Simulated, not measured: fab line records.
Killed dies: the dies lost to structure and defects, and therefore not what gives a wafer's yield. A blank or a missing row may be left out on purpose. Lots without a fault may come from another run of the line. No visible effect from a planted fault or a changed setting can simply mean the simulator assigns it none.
What tool caused it?    flow sky130    Sampling: 11 lots, 33 wafers, 6 of 708 route steps

WHAT THE GAUGES SHOWED, per wafer
SKY_VIA1_BOW_MEAS_03. Usual: VIA1_BOW typically reads 81 um, with standard deviation 6.3.
lot   measured      on             VIA1_BOW (um)  flag
L150  day 33 09:23  film_metro-01  77 73 81       
L149  day 33 10:34  film_metro-02  79 76 78       
L152  day 34 10:10  film_metro-02  78 68 91       
L153  day 34 10:53  film_metro-02  86 85 80       
L156  day 35 13:20  film_metro-03  82 81 79       
L158  day 35 23:20  film_metro-03  90 75 81       
L165  day 39 09:37  film_metro-02  75 79 89       
L168  day 39 09:59  film_metro-03  84 80 85       
L167  day 39 11:26  film_metro-01  86 81 77       
L169  day 39 17:10  film_metro-03  78 73 70       
L171  day 39 21:24  film_metro-02  88 77 78       

SKY_VIA1_RS_MEAS_22: measures by four-point-probe. Usual: VIA1_W_RS typically reads 0.426 ohm/sq, with standard deviation 0.0036.
lot   measured      on             VIA1_W_RS (ohm/sq)                   flag
L150  day 34 12:51  film_metro-02  0.422 0.421 0.426                    
L149  day 34 13:14  film_metro-01  0.427 0.430 0.425                    
L152  day 35 13:56  film_metro-02  0.426 0.427 0.428                    
L153  day 35 14:35  film_metro-01  0.432 0.427 0.427                    
L156  day 36 16:35  film_metro-02  0.456 0.428 0.445 0.455 0.429 0.445  OFF
L158  day 37 02:06  film_metro-02  0.431 0.450 0.453 0.431 0.450 0.453  OFF
L165  day 40 11:13  film_metro-02  0.421 0.424 0.417                    
L168  day 40 12:13  film_metro-03  0.436 0.428 0.429                    
L167  day 40 13:28  film_metro-02  0.423 0.427 0.423                    
L169  day 40 18:48  film_metro-01  0.428 0.431 0.429                    
L171  day 40 23:25  film_metro-02  0.429 0.424 0.420                    

SKY_VIA1_THK_MEAS_23: measures by xrf. Usual: VIA1_W_THK typically reads 267.2 nm, with standard deviation 2.7.
lot   measured      on             VIA1_W_THK (nm)                      flag
L150  day 34 12:58  film_metro-02  270.7 269.9 268.3                    
L149  day 34 13:20  film_metro-01  269.3 263.6 267.5                    
L152  day 35 14:02  film_metro-02  263.8 262.8 262.6                    
L153  day 35 14:41  film_metro-01  264.7 268.5 268.7                    
L156  day 36 18:56  film_metro-02  249.9 264.3 255.1 248.9 264.2 254.5  OFF
L158  day 37 03:45  film_metro-02  265.1 251.8 252.4 264.7 254.6 251.7  OFF
L165  day 40 11:20  film_metro-02  272.1 271.1 273.7                    
L168  day 40 12:19  film_metro-03  261.7 266.3 265.4                    
L167  day 40 13:35  film_metro-02  270.7 267.2 270.1                    
L169  day 40 18:55  film_metro-01  267.3 264.8 265.6                    
L171  day 40 23:32  film_metro-02  267.5 269.2 271.2                    

SKY_METAL2_OVL_MEAS_16. Usual: METAL2_OVL typically reads 1 nm, with standard deviation 5.3.
lot   measured      on          METAL2_OVL (nm)  flag
L150  day 35 16:20  overlay-01  -13 0 -13        
L149  day 35 16:35  overlay-02  -5 -3 -6         
L152  day 36 16:48  overlay-01  -2 1 -5          
L153  day 36 17:31  overlay-02  7 1 6            
L156  day 37 18:52  overlay-02  -1 0 5           
L158  day 38 04:53  overlay-01  -2 -1 -2         
L165  day 41 12:22  overlay-02  9 5 4            
L168  day 41 13:09  overlay-01  -6 -3 4          
L167  day 41 14:43  overlay-02  3 -1 4           
L169  day 41 19:54  overlay-02  6 6 0            
L171  day 42 00:14  overlay-02  3 -4 -2          

EACH LOT AND THE TOOL THAT RAN IT (in order: tool; ch and the chambers of the sampled wafers; start)
lot   SKY_VIA1_CVD_21                SKY_METAL2_SPUTTER_04
L150  cvd_w-01 ch 0,1, day 34 12:44  pvd_sputter-03, day 34 13:24
L149  cvd_w-02 ch 0,1, day 34 13:07  pvd_sputter-04, day 34 13:45
L152  cvd_w-02 ch 0,1, day 35 13:50  pvd_sputter-03, day 35 14:31
L153  cvd_w-01 ch 0,1, day 35 14:29  pvd_sputter-01, day 35 15:07
L156  cvd_w-01 ch 0,1, day 36 16:29  pvd_sputter-01, day 37 01:31
L158  cvd_w-01 ch 0,1, day 37 02:01  pvd_sputter-01, day 37 09:01
L165  cvd_w-02 ch 0,1, day 40 11:07  pvd_sputter-04, day 40 11:47
L168  cvd_w-01 ch 0,1, day 40 12:07  pvd_sputter-03, day 40 12:44
L167  cvd_w-01 ch 0,1, day 40 13:22  pvd_sputter-04, day 40 14:02
L169  cvd_w-02 ch 0,1, day 40 18:41  pvd_sputter-03, day 40 19:21
L171  cvd_w-01 ch 0,1, day 40 23:19  pvd_sputter-01, day 40 23:59
- SKY_VIA1_CVD_21: deposits W, target thk 270 nm, time 80.902 s.
- SKY_METAL2_SPUTTER_04: material TiN, target thk 70 nm, time 58.3 s.

WHAT THE TOOLS THEMSELVES READ (means of the sampled wafers that have a number; where no wafer has one, the mark that the record gives instead)
SKY_VIA1_CVD_21. Usual: chamber_pressure_Torr 40.00 Torr, standard deviation 0.077; heater_power_w 928 W, standard deviation 86.
lot   tool      chamber_pressure_Torr (Torr)  heater_power_w (W)  flag
L150  cvd_w-01  39.98                         1053                
L149  cvd_w-02  39.98                         839                 
L152  cvd_w-02  40.02                         896                 
L153  cvd_w-01  40.02                         1045                
L156  cvd_w-01  39.97                         1005                
L158  cvd_w-01  39.98                         1028                
L165  cvd_w-02  40.00                         896                 
L168  cvd_w-01  40.02                         934                 
L167  cvd_w-01  40.07                         958                 
L169  cvd_w-02  40.09                         848                 
L171  cvd_w-01  40.00                         942                 

SKY_METAL2_SPUTTER_04. Usual: throttle_valve_pct at 30.1 %, with a standard deviation of 1.6.
lot   tool            throttle_valve_pct (%)  flag
L150  pvd_sputter-03  29.8                    
L149  pvd_sputter-04  30.3                    
L152  pvd_sputter-03  28.8                    
L153  pvd_sputter-01  28.9                    
L156  pvd_sputter-01  29.6                    
L158  pvd_sputter-01  29.7                    
L165  pvd_sputter-04  32.2                    
L168  pvd_sputter-03  30.5                    
L167  pvd_sputter-04  30.2                    
L169  pvd_sputter-03  31.4                    
L171  pvd_sputter-01  29.3                    

THE ANSWER, worked out from the rows above alone
Rule: a lot is off if the mean of its wafers that have a number lies more than 3 standard deviations from the usual mean. Also off: a lot with no number at a reading for which 4 or more lots have one. Any other lot the step has rows for is counted as sound. First the gauges in route order, then the tools' own readings, where a lot's mean is used as printed above. At the first step where some lot is off, the reading lying furthest off is the one used; lots without a number count as furthest.
Off: L156, L158, seen at SKY_VIA1_RS_MEAS_22 (VIA1_W_RS).
If a tool, at a process step before that reading, ran all the lots that are off and no sound lot after the first of them, it fits. Those tools and the gauges at SKY_VIA1_RS_MEAS_22 are tried in the same way. None of those tried fits.

WHAT HAD BEEN PUT IN BY THE SIMULATOR
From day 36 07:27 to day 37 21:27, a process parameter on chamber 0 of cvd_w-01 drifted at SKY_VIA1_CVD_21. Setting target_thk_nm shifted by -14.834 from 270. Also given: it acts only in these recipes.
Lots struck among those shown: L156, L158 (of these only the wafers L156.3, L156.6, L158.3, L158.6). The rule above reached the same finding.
